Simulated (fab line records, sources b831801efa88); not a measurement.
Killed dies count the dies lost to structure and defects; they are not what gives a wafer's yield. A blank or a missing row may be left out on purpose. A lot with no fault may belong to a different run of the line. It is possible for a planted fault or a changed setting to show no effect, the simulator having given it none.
The tool behind it: which one? / flow gf180mcu / 6 lots (18 wafers sampled), 1 step of a 602-step route

== WHAT EACH GAUGE READ, for each wafer ==
GF_V4_CD_MEAS_14: target cd 260 nm.
lot=L423; measured=day 24 17:15; on=cdSem-01; cdNm (nm)=259.3 259.6 259.8
lot=L425; measured=day 25 16:05; on=cdSem-01; cdNm (nm)=258.7 259.3 258.2
lot=L427; measured=day 26 17:07; on=cdSem-01; cdNm (nm)=258.7 258.9 259.2
lot=L430; measured=day 27 16:22; on=cdSem-01; cdNm (nm)=258.8 259.2 258.6
lot=L433; measured=day 28 08:37; on=cdSem-01; cdNm (nm)=259.4 259.3 260.3
lot=L438; measured=day 30 03:07; on=cdSem-01; cdNm (nm)=260.2 258.8 260.2

== WHAT TOOL EACH LOT RAN ON (gives the tool, then ch and the chambers of the sampled wafers, and finally the start) ==
Record: no process step prior to these readings.

== THE ANSWER, worked out from the rows above alone ==
Rule: the usual values come from the lots themselves. The widest of any qualifying gaps counts: lots, ordered by their means at a reading, are off when they make up no more than a third of the lots, leave a main group of 4 or more, and stand apart from it by 3 or more times the standard deviation of that group's means. A main group is skipped when, at the precision printed for the reading in the tables above, its means are all equal. A lot without any number at a reading at which 4 lots or more have one is off too. All remaining lots with rows at the step are treated as sound.
No lot is off at any reading shown: from this, nothing can be told.

== WHAT WAS PUT IN BY THE SIMULATOR ==
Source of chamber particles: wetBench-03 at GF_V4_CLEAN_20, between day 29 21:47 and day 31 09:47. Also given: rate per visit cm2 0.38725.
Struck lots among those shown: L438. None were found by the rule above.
